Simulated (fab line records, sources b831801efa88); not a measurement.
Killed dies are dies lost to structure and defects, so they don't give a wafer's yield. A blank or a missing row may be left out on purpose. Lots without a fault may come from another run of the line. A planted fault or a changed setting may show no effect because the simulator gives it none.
fab line records | flow sky130
record lots=5 wafers=27
route steps=708 shown METAL1@436 METAL2@485 VIA2@509
start_h: hours from the record's first day to the start of the lot's first wafer shown | wait_h: hours since the lot's step before | " the same as in the row above | L1.1+2: a row that stands for several wafers | - no value, or no start given | * or withheld: withheld | < > ~ a bound
route shown NAME@n: a module of which the file shows steps, and the number in the route of the first | usual: mean/standard deviation of fault-free wafers | same: alike in all rows | chamber/n: place in a boat | sites: the reading at each site | _std_site: their standard deviation | _edge_site: outer sites' mean less inner sites' | radius_mm: how far each site lies from the wafer's centre | mask NAME#n: copy n | behind: the tool/chamber that last shaped the wafer | hold: why the lot was held/for how many hours/how that ended | device: the transistor (n, p or np) that didn't switch | end of line: the same wafers' tests at the end of the route | a step without rows: its recipe alone | killed: dies lost to structure and defects at the first sort, not the wafer's yield | map: a wafer's dies, x killed, . not, _ none there
set.NAME: the setting as run; set.NAME@STEP: as run at that earlier step | model.NAME: the simulator's own value behind a step, which no gauge read
lots whose settings were changed on purpose; a table a step, a row a wafer
## steps
# step SKY_METAL1_SPUTTER_02
# recipe material=AlCu target_thk_nm=250 power_w=10600 time_s=13.3 chamber_pressure_pa=0.4
# columns lot.wafer tool chamber start_h wait_h set.time_s model.AlCu_of_METAL1_SPUTTER_02.thk_nm
L074.1 pvd_sputter-03 - 722.27 0.0 13.3 249.4
L074.2 " - " " 13.3 246.5
L074.3 " - " " 17.27 328.1
L074.4 " - " " 17.27 323.9
L074.5 " - " " 17.27 321.6
L074.6 " - " " 13.3 249.7
L077.1 pvd_sputter-04 - 763.80 0.0 13.3 247.2
L077.2 " - " " 13.3 249.7
L077.3 " - " " 6.856 127.5
L077.4 " - " " 13.3 248.2
L077.5 " - " " 6.856 128.5
L077.6 " - " " 6.856 127.3
L080.1 pvd_sputter-02 - 780.60 0.0 16.6 312.1
L080.2 " - " " 16.6 308.6
L080.3 " - " " 13.3 246.8
L080.4 " - " " 13.3 251.7
L080.5 " - " " 16.6 311.3
L080.6 " - " " 13.3 247.6
L079.2 pvd_sputter-02 - 781.73 0.0 13.3 248
L079.3 " - " " 13.3 246.1
L079.5 " - " " 13.3 248.4
L085.1 pvd_sputter-02 - 821.93 0.0 17.21 320.2
L085.2 " - " " 17.21 317.4
L085.3 " - " " 13.3 245.7
L085.4 " - " " 17.21 320.4
L085.5 " - " " 13.3 246
L085.6 " - " " 13.3 245.2
# step SKY_METAL1_SPUTTER_03
# recipe material=Ti target_thk_nm=5 power_w=3000 time_s=3.3 chamber_pressure_pa=0.4
# step SKY_METAL1_SPUTTER_04
# recipe material=TiN target_thk_nm=70 power_w=6500 time_s=58.3 chamber_pressure_pa=0.4
# step SKY_METAL1_RS_MEAS_05
# recipe thk_meas_gauge=four-point-probe reads=TiN_of_METAL1_SPUTTER_04+Ti_of_METAL1_SPUTTER_03+AlCu_of_METAL1_SPUTTER_02+TiN_of_METAL1_SPUTTER_01+Ti_of_METAL1_SPUTTER_00
# usual METAL1_ALCU_RS=0.1277/0.0012
# columns lot.wafer tool chamber start_h wait_h set.time_s@METAL1_SPUTTER_02 METAL1_ALCU_RS[ohm/sq]
L074.1 film_metro-02 - 722.36 0.0 13.3 0.1273
L074.2 " - " " 13.3 0.1285
L074.3 " - " " 17.27 0.0960
L074.4 " - " " 17.27 0.0971
L074.5 " - " " 17.27 0.0978
L074.6 " - " " 13.3 0.1270
L077.1 film_metro-01 - 763.90 0.0 13.3 0.1280
L077.2 " - " " 13.3 0.1272
L077.3 " - " " 6.856 0.2567
L077.4 " - " " 13.3 0.1276
L077.5 " - " " 6.856 0.2551
L077.6 " - " " 6.856 0.2570
L080.1 film_metro-04 - 780.69 0.0 16.6 0.1007
L080.2 " - " " 16.6 0.1019
L080.3 " - " " 13.3 0.1285
L080.4 " - " " 13.3 0.1258
L080.5 " - " " 16.6 0.1013
L080.6 " - " " 13.3 0.1281
L079.2 film_metro-04 - 781.84 0.0 13.3 0.1278
L079.3 " - " " 13.3 0.1286
L079.5 " - " " 13.3 0.1276
L085.1 film_metro-02 - 822.02 0.0 17.21 0.0982
L085.2 " - " " 17.21 0.0992
L085.3 " - " " 13.3 0.1292
L085.4 " - " " 17.21 0.0983
L085.5 " - " " 13.3 0.1291
L085.6 " - " " 13.3 0.1294
# step SKY_METAL1_THK_MEAS_06
# recipe thk_meas_gauge=xrf reads=AlCu_of_METAL1_SPUTTER_02
# usual METAL1_ALCU_THK=248.9/2.8
# columns lot.wafer tool chamber start_h wait_h set.time_s@METAL1_SPUTTER_02 METAL1_ALCU_THK[nm]
L074.1 film_metro-02 - 722.48 0.1 13.3 250.9
L074.2 " - " " 13.3 247.5
L074.3 " - " " 17.27 330.2
L074.4 " - " " 17.27 325.2
L074.5 " - " " 17.27 324.9
L074.6 " - " " 13.3 251.4
L077.1 film_metro-01 - 764.02 0.1 13.3 249.5
L077.2 " - " " 13.3 250.1
L077.3 " - " " 6.856 128.8
L077.4 " - " " 13.3 247.2
L077.5 " - " " 6.856 129.4
L077.6 " - " " 6.856 127.9
L080.1 film_metro-04 - 780.81 0.1 16.6 312.4
L080.2 " - " " 16.6 310.3
L080.3 " - " " 13.3 249.2
L080.4 " - " " 13.3 253.2
L080.5 " - " " 16.6 312.6
L080.6 " - " " 13.3 249.6
L079.2 film_metro-04 - 781.95 0.1 13.3 249.5
L079.3 " - " " 13.3 247.1
L079.5 " - " " 13.3 249.3
L085.1 film_metro-02 - 822.14 0.1 17.21 320.6
L085.2 " - " " 17.21 317.4
L085.3 " - " " 13.3 247.8
L085.4 " - " " 17.21 320.9
L085.5 " - " " 13.3 249.1
L085.6 " - " " 13.3 244.7
# step SKY_METAL1_DEHYDRATE_07
# recipe temp_c=200 time_s=60
# step SKY_METAL1_HMDS_08
# recipe prime_time_s=60 prime_temp_c=120
# step SKY_METAL1_DESCUM_17
# recipe chemistry=O2 source_power_w=150 bias_power_w=0 pressure_mtorr=10 temp_c=40 time_s=8
# step SKY_METAL1_ETCH_18
# recipe chemistry=N2/H2 target=BARC ion_energy_ev=200 bias_w=100 pressure_mtorr=30 n2_flow_sccm=100 h2_flow_sccm=200 icp_w=500 stop_on=SiO2 time_s=45.9 target_depth_a=600
# step SKY_METAL1_METAL_ETCH_19
# recipe target_depth_a=3600 stop_on=SiO2 over_etch_frac=0.3 time_s=78 chemistry=Cl2/BCl3 resist_sidewall_deg=88 pressure_mtorr=10 icp_w=900 bias_w=48.5 Cl2_flow_sccm=60 bcl3_flow_sccm=30
# usual oes_product_au=0.852/0.0053
# columns lot.wafer tool chamber start_h wait_h set.time_s@METAL1_SPUTTER_02 oes_product_au
L074.1 rie_metal-02 1 749.67 0.0 13.3 0.856
L074.2 " 0 " " 13.3 0.845
L074.3 " 1 " " 17.27 0.906
L074.4 " 0 " " 17.27 0.913
L074.5 " 0 " " 17.27 0.906
L074.6 " 1 " " 13.3 0.857
L077.1 rie_metal-02 1 790.87 0.0 13.3 0.847
L077.2 " 0 " " 13.3 0.858
L077.3 " 0 " " 6.856 0.717
L077.4 " 1 " " 13.3 0.853
L077.5 " 1 " " 6.856 0.720
L077.6 " 0 " " 6.856 0.717
L080.1 rie_metal-01 0 807.48 0.0 16.6 0.895
L080.2 " 1 " " 16.6 0.885
L080.3 " 0 " " 13.3 0.848
L080.4 " 1 " " 13.3 0.858
L080.5 " 1 " " 16.6 0.887
L080.6 " 0 " " 13.3 0.852
L079.2 rie_metal-03 0 808.84 0.1 13.3 0.847
L079.3 " 0 " " 13.3 0.847
L079.5 " 0 " " 13.3 0.851
L085.1 rie_metal-02 1 849.42 0.0 17.21 0.908
L085.2 " 0 " " 17.21 0.905
L085.3 " 1 " " 13.3 0.853
L085.4 " 0 " " 17.21 0.897
L085.5 " 0 " " 13.3 0.845
L085.6 " 1 " " 13.3 0.857
# step SKY_METAL2_SPUTTER_02
# recipe material=AlCu target_thk_nm=250 power_w=10600 time_s=13.3 chamber_pressure_pa=0.4
# columns lot.wafer tool chamber start_h wait_h set.time_s model.AlCu_of_METAL2_SPUTTER_02.thk_nm
L074.1 pvd_sputter-04 - 779.98 0.0 13.3 255.2
L074.2 " - " " 6.297 120.3
L074.3 " - " " 13.3 255.5
L074.4 " - " " 6.297 123.4
L074.5 " - " " 13.3 253.7
L074.6 " - " " 6.297 122.5
L077.1 pvd_sputter-03 - 819.83 0.0 13.3 244.3
L077.2 " - " " 7.709 143.4
L077.3 " - " " 7.709 142.2
L077.4 " - " " 13.3 248.9
L077.5 " - " " 13.3 249.5
L077.6 " - " " 7.709 140.1
L080.1 pvd_sputter-04 - 836.18 0.0 18.58 347.7
L080.2 " - " " 13.3 249
L080.3 " - " " 18.58 345.6
L080.4 " - " " 18.58 348.4
L080.5 " - " " 13.3 248.4
L080.6 " - " " 13.3 247.3
L079.2 pvd_sputter-03 - 838.28 0.0 13.3 252.7
L079.3 " - " " 13.3 249.9
L079.5 " - " " 13.3 252.4
L085.1 pvd_sputter-01 - 878.63 0.0 8.339 153.9
L085.2 " - " " 8.339 153.8
L085.3 " - " " 13.3 246.8
L085.4 " - " " 13.3 246.7
L085.5 " - " " 13.3 246.4
L085.6 " - " " 8.339 155
# step SKY_METAL2_SPUTTER_03
# recipe material=Ti target_thk_nm=5 power_w=3000 time_s=3.3 chamber_pressure_pa=0.4
# step SKY_METAL2_SPUTTER_04
# recipe material=TiN target_thk_nm=70 power_w=6500 time_s=59.23 chamber_pressure_pa=0.4
# step SKY_METAL2_RS_MEAS_05
# recipe thk_meas_gauge=four-point-probe reads=TiN_of_METAL2_SPUTTER_04+Ti_of_METAL2_SPUTTER_03+AlCu_of_METAL2_SPUTTER_02+TiN_of_METAL2_SPUTTER_01+Ti_of_METAL2_SPUTTER_00
# usual METAL2_ALCU_RS=0.1275/0.0015
# columns lot.wafer tool chamber start_h wait_h set.time_s@METAL2_SPUTTER_02 METAL2_ALCU_RS[ohm/sq]
L074.1 film_metro-04 - 780.07 0.0 13.3 0.1240
L074.2 " - " " 6.297 0.2730
L074.3 " - " " 13.3 0.1241
L074.4 " - " " 6.297 0.2654
L074.5 " - " " 13.3 0.1249
L074.6 " - " " 6.297 0.2678
L077.1 film_metro-04 - 819.92 0.0 13.3 0.1296
L077.2 " - " " 7.709 0.2267
L077.3 " - " " 7.709 0.2286
L077.4 " - " " 13.3 0.1273
L077.5 " - " " 13.3 0.1267
L077.6 " - " " 7.709 0.2320
L080.1 film_metro-04 - 836.28 0.0 18.58 0.0901
L080.2 " - " " 13.3 0.1272
L080.3 " - " " 18.58 0.0908
L080.4 " - " " 18.58 0.0901
L080.5 " - " " 13.3 0.1276
L080.6 " - " " 13.3 0.1279
L079.2 film_metro-03 - 838.40 0.0 13.3 0.1252
L079.3 " - " " 13.3 0.1267
L079.5 " - " " 13.3 0.1255
L085.1 film_metro-02 - 878.72 0.0 8.339 0.2111
L085.2 " - " " 8.339 0.2108
L085.3 " - " " 13.3 0.1284
L085.4 " - " " 13.3 0.1287
L085.5 " - " " 13.3 0.1287
L085.6 " - " " 8.339 0.2087
# step SKY_METAL2_THK_MEAS_06
# recipe thk_meas_gauge=xrf reads=AlCu_of_METAL2_SPUTTER_02
# usual METAL2_ALCU_THK=249.2/2.9
# columns lot.wafer tool chamber start_h wait_h set.time_s@METAL2_SPUTTER_02 METAL2_ALCU_THK[nm]
L074.1 film_metro-04 - 780.19 0.1 13.3 255.2
L074.2 " - " " 6.297 120.5
L074.3 " - " " 13.3 255.8
L074.4 " - " " 6.297 123.5
L074.5 " - " " 13.3 254.9
L074.6 " - " " 6.297 123.2
L077.1 film_metro-04 - 820.04 0.1 13.3 243.9
L077.2 " - " " 7.709 143.1
L077.3 " - " " 7.709 143.4
L077.4 " - " " 13.3 249.0
L077.5 " - " " 13.3 249.8
L077.6 " - " " 7.709 139.2
L080.1 film_metro-04 - 836.40 0.1 18.58 349.3
L080.2 " - " " 13.3 249.7
L080.3 " - " " 18.58 345.3
L080.4 " - " " 18.58 350.9
L080.5 " - " " 13.3 248.6
L080.6 " - " " 13.3 248.1
L079.2 film_metro-03 - 838.51 0.1 13.3 252.9
L079.3 " - " " 13.3 248.4
L079.5 " - " " 13.3 252.6
L085.1 film_metro-02 - 878.84 0.1 8.339 153.9
L085.2 " - " " 8.339 153.2
L085.3 " - " " 13.3 247.0
L085.4 " - " " 13.3 247.0
L085.5 " - " " 13.3 247.0
L085.6 " - " " 8.339 155.5
# step SKY_METAL2_DEHYDRATE_07
# recipe temp_c=200 time_s=60
# step SKY_METAL2_HMDS_08
# recipe prime_time_s=60 prime_temp_c=120
# step SKY_METAL2_DESCUM_17
# recipe chemistry=O2 source_power_w=150 bias_power_w=0 pressure_mtorr=10 temp_c=40 time_s=8
# step SKY_METAL2_ETCH_18
# recipe chemistry=N2/H2 target=BARC ion_energy_ev=200 bias_w=100 pressure_mtorr=30 n2_flow_sccm=100 h2_flow_sccm=200 icp_w=500 stop_on=SiO2 time_s=45.9 target_depth_a=600
# step SKY_METAL2_METAL_ETCH_19
# recipe target_depth_a=3600 stop_on=SiO2 over_etch_frac=0.3 time_s=78 chemistry=Cl2/BCl3 resist_sidewall_deg=88 pressure_mtorr=10 icp_w=900 bias_w=48.5 Cl2_flow_sccm=60 bcl3_flow_sccm=30
# usual oes_product_au=0.854/0.0063
# columns lot.wafer tool chamber start_h wait_h set.time_s@METAL2_SPUTTER_02 oes_product_au
L074.1 rie_metal-03 0 807.14 0.1 13.3 0.867
L074.2 " 0 " " 6.297 0.706
L074.3 " 0 " " 13.3 0.850
L074.4 " 0 " " 6.297 0.721
L074.5 " 0 " " 13.3 0.862
L074.6 " 0 " " 6.297 0.706
L077.1 rie_metal-04 0 847.20 0.0 13.3 0.855
L077.2 " 1 " " 7.709 0.744
L077.3 " 0 " " 7.709 0.741
L077.4 " 1 " " 13.3 0.861
L077.5 " 0 " " 13.3 0.851
L077.6 " 1 " " 7.709 0.737
L080.1 rie_metal-04 1 863.42 0.0 18.58 0.939
L080.2 " 0 " " 13.3 0.852
L080.3 " 1 " " 18.58 0.939
L080.4 " 0 " " 18.58 0.941
L080.5 " 1 " " 13.3 0.852
L080.6 " 0 " " 13.3 0.856
L079.2 rie_metal-01 0 865.07 0.0 13.3 0.857
L079.3 " 1 " " 13.3 0.861
L079.5 " 0 " " 13.3 0.851
L085.1 rie_metal-01 1 904.72 0.0 8.339 0.760
L085.2 " 0 " " 8.339 0.760
L085.3 " 0 " " 13.3 0.854
L085.4 " 1 " " 13.3 0.849
L085.5 " 0 " " 13.3 0.844
L085.6 " 1 " " 8.339 0.760
# step SKY_METAL2_STRIP_20
# recipe chemistry=O2/N2 power_w=1400 pressure_mtorr=1500 platen_temp_c=withheld o2_flow_sccm=3000 n2_flow_sccm=300 overash_fraction=0.5
# step SKY_METAL2_STRIP_21
# recipe chemistry=post_etch_residue_remover time_s=1200 temp_c=72.5
# step SKY_VIA2_CMP_02
# recipe material=SiO2 down_force_psi=4 platen_rpm=60 pad_velocity_m_s=0.94248
# step SKY_VIA2_BOW_MEAS_03
# recipe mode=bow
# usual VIA2_BOW=85/6.4
# columns lot.wafer tool chamber start_h wait_h set.time_s@METAL2_SPUTTER_02 VIA2_BOW[um]
L074.1 film_metro-02 - 808.56 0.2 13.3 79
L074.2 " - " " 6.297 93
L074.3 " - " " 13.3 76
L074.4 " - " " 6.297 94
L074.5 " - " " 13.3 71
L074.6 " - " " 6.297 106
L077.1 film_metro-02 - 848.36 0.1 13.3 82
L077.2 " - " " 7.709 95
L077.3 " - " " 7.709 108
L077.4 " - " " 13.3 85
L077.5 " - " " 13.3 90
L077.6 " - " " 7.709 112
L080.1 film_metro-01 - 864.65 0.2 18.58 73
L080.2 " - " " 13.3 83
L080.3 " - " " 18.58 72
L080.4 " - " " 18.58 74
L080.5 " - " " 13.3 83
L080.6 " - " " 13.3 86
L079.2 film_metro-02 - 866.26 0.2 13.3 80
L079.3 " - " " 13.3 79
L079.5 " - " " 13.3 77
L085.1 film_metro-02 - 906.23 0.2 8.339 97
L085.2 " - " " 8.339 100
L085.3 " - " " 13.3 91
L085.4 " - " " 13.3 92
L085.5 " - " " 13.3 84
L085.6 " - " " 8.339 105
# step SKY_VIA2_SPUTTER_20
# recipe material=TiN target_thk_nm=20 chamber_pressure_pa=5 power_w=4000 time_s=80
# columns lot.wafer tool chamber start_h wait_h set.time_s model.TiN_of_VIA2_SPUTTER_20.thk_nm
L074.1 pvd_sputter-03 - 836.00 0.0 119.7 29.55
L074.2 " - " " 119.7 30.01
L074.3 " - " " 80 19.66
L074.4 " - " " 119.7 29.66
L074.5 " - " " 80 19.64
L074.6 " - " " 80 19.91
L077.1 pvd_sputter-02 - 876.45 0.0 115.5 28.4
L077.2 " - " " 115.5 28.89
L077.3 " - " " 115.5 28.27
L077.4 " - " " 80 19.53
L077.5 " - " " 80 19.58
L077.6 " - " " 80 20
L080.1 pvd_sputter-01 - 891.16 0.0 80 19.74
L080.2 " - " " 80 19.85
L080.3 " - " " 92.48 22.76
L080.4 " - " " 80 19.97
L080.5 " - " " 92.48 22.64
L080.6 " - " " 92.48 22.86
L079.2+5 pvd_sputter-03 - 893.28 0.0 80 20.18
L079.3 " - " " 80 20.05
L085.1 pvd_sputter-01 - 931.72 0.0 80 19.98
L085.2 " - " " 33.54 8.178
L085.3 " - " " 33.54 8.389
L085.4 " - " " 33.54 8.09
L085.5 " - " " 80 19.83
L085.6 " - " " 80 19.77
## key
split step=SKY_METAL1_SPUTTER_02 setting=time_s stated=13.3 by=wafer
response step=SKY_METAL1_SPUTTER_02 reading=model.AlCu_of_METAL1_SPUTTER_02.thk_nm change=+2.5 per=1% r=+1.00
response step=SKY_METAL1_RS_MEAS_05 reading=METAL1_ALCU_RS change=-0.00184 per=1% r=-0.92
response step=SKY_METAL1_THK_MEAS_06 reading=METAL1_ALCU_THK change=+2.49 per=1% r=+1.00
response step=SKY_METAL1_METAL_ETCH_19 reading=oes_product_au change=+0.00225 per=1% r=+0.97
split step=SKY_METAL2_SPUTTER_02 setting=time_s stated=13.3 by=wafer
response step=SKY_METAL2_SPUTTER_02 reading=model.AlCu_of_METAL2_SPUTTER_02.thk_nm change=+2.51 per=1% r=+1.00
response step=SKY_METAL2_RS_MEAS_05 reading=METAL2_ALCU_RS change=-0.00218 per=1% r=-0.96
response step=SKY_METAL2_THK_MEAS_06 reading=METAL2_ALCU_THK change=+2.51 per=1% r=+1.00
response step=SKY_METAL2_METAL_ETCH_19 reading=oes_product_au change=+0.00259 per=1% r=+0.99
response step=SKY_VIA2_BOW_MEAS_03 reading=VIA2_BOW change=-0.384 per=1% r=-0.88
split step=SKY_VIA2_SPUTTER_20 setting=time_s stated=80 by=wafer
response step=SKY_VIA2_SPUTTER_20 reading=model.TiN_of_VIA2_SPUTTER_20.thk_nm change=+0.2 per=1% r=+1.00
